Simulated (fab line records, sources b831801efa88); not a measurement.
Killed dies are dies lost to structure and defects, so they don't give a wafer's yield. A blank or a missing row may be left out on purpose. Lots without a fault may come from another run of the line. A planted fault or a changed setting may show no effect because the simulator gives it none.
Which tool did it? | flow gf180mcu | 14 lots, 42 wafers sampled, at 3 steps of a route of 602

WHAT THE GAUGES READ, wafer by wafer
GF_M1_OVL_MEAS_15.
lot  | measured     | on         | M1_OVL (nm)
L846 | day 16 23:13 | overlay-02 | 7 5 9
L847 | day 17 09:10 | overlay-01 | 4 1 -1
L849 | day 18 07:31 | overlay-01 | 4 -1 14
L850 | day 18 17:13 | overlay-01 | 7 4 1
L852 | day 19 10:28 | overlay-01 | 2 2 0
L855 | day 20 19:22 | overlay-02 | 0 0 -3
L858 | day 21 15:15 | overlay-02 | 1 1 3
L860 | day 22 06:35 | overlay-02 | 3 5 6
L864 | day 23 14:15 | overlay-02 | -1 3 5
L865 | day 23 22:34 | overlay-01 | 9 4 10
L866 | day 24 04:07 | overlay-02 | 4 0 8
L867 | day 24 15:05 | overlay-01 | 0 -5 2
L868 | day 24 20:35 | overlay-02 | 1 -2 0
L869 | day 25 05:28 | overlay-01 | 3 2 3

WHICH TOOL RAN EACH LOT (tool, then ch and the chambers of the sampled wafers, then the start)
lot  | GF_M1_SPUTTER_02             | GF_M1_SPUTTER_04
L846 | pvd_sputter-02, day 16 01:07 | pvd_sputter-02, day 16 01:11
L847 | pvd_sputter-02, day 16 09:58 | pvd_sputter-02, day 16 10:01
L849 | pvd_sputter-02, day 17 07:52 | pvd_sputter-02, day 17 07:55
L850 | pvd_sputter-04, day 17 17:01 | pvd_sputter-04, day 17 17:04
L852 | pvd_sputter-02, day 18 09:46 | pvd_sputter-02, day 18 09:49
L855 | pvd_sputter-02, day 19 18:58 | pvd_sputter-02, day 19 19:01
L858 | pvd_sputter-04, day 20 15:02 | pvd_sputter-04, day 20 15:05
L860 | pvd_sputter-04, day 21 06:37 | pvd_sputter-04, day 21 06:40
L864 | pvd_sputter-02, day 22 14:46 | pvd_sputter-02, day 22 14:49
L865 | pvd_sputter-04, day 22 23:53 | pvd_sputter-04, day 22 23:56
L866 | pvd_sputter-01, day 23 05:01 | pvd_sputter-01, day 23 05:04
L867 | pvd_sputter-02, day 23 16:31 | pvd_sputter-02, day 23 16:34
L868 | pvd_sputter-02, day 23 22:16 | pvd_sputter-02, day 23 22:19
L869 | pvd_sputter-02, day 24 07:50 | pvd_sputter-02, day 24 07:53
- GF_M1_SPUTTER_02: material AlCu, target thk 450 nm, time 23.9 s.
- GF_M1_SPUTTER_04: material TiN, target thk 50 nm, time 41.7 s.

WHAT THE TOOLS THEMSELVES READ (means of the sampled wafers that have a number; where no wafer has one, the mark that the record gives instead)
GF_M1_SPUTTER_02.
lot  | tool           | throttle_valve_pct (%)
L846 | pvd_sputter-02 | 28.6
L847 | pvd_sputter-02 | 28.8
L849 | pvd_sputter-02 | 29.4
L850 | pvd_sputter-04 | 28.9
L852 | pvd_sputter-02 | 28.8
L855 | pvd_sputter-02 | 28.2
L858 | pvd_sputter-04 | 29.0
L860 | pvd_sputter-04 | 29.0
L864 | pvd_sputter-02 | 28.9
L865 | pvd_sputter-04 | 29.6
L866 | pvd_sputter-01 | 31.0
L867 | pvd_sputter-02 | 29.9
L868 | pvd_sputter-02 | 28.8
L869 | pvd_sputter-02 | 28.8

GF_M1_SPUTTER_04.
lot  | tool           | throttle_valve_pct (%)
L846 | pvd_sputter-02 | 28.4
L847 | pvd_sputter-02 | 29.0
L849 | pvd_sputter-02 | 29.1
L850 | pvd_sputter-04 | 29.0
L852 | pvd_sputter-02 | 28.7
L855 | pvd_sputter-02 | 28.1
L858 | pvd_sputter-04 | 29.1
L860 | pvd_sputter-04 | 29.0
L864 | pvd_sputter-02 | 29.0
L865 | pvd_sputter-04 | 29.5
L866 | pvd_sputter-01 | 31.0
L867 | pvd_sputter-02 | 29.9
L868 | pvd_sputter-02 | 29.0
L869 | pvd_sputter-02 | 28.8

THE ANSWER, worked out from the rows above alone
Rule: what is usual is taken from the lots themselves. Put in order of their means at a reading, lots are off if they are a third of the lots or fewer, leave a main group of 4 or more, and stand apart from it by a gap of 3 or more times the standard deviation of the main group's means; of several such gaps the widest counts. A main group whose means are all the same, to the digits that the tables above print for the reading, isn't used. A lot without any number at a reading at which 4 lots or more have one is off too. The other lots that the step has rows for count as sound. The gauges are gone through in route order, then the tools' own readings, and for those a lot's mean is taken as printed above. The first step at which some lot is off is used, and at that step the reading that is off furthest; a lot without a number counts as furthest.
No lot is off at any reading shown: from this, nothing can be told.

WHAT THE SIMULATOR HAD PUT IN
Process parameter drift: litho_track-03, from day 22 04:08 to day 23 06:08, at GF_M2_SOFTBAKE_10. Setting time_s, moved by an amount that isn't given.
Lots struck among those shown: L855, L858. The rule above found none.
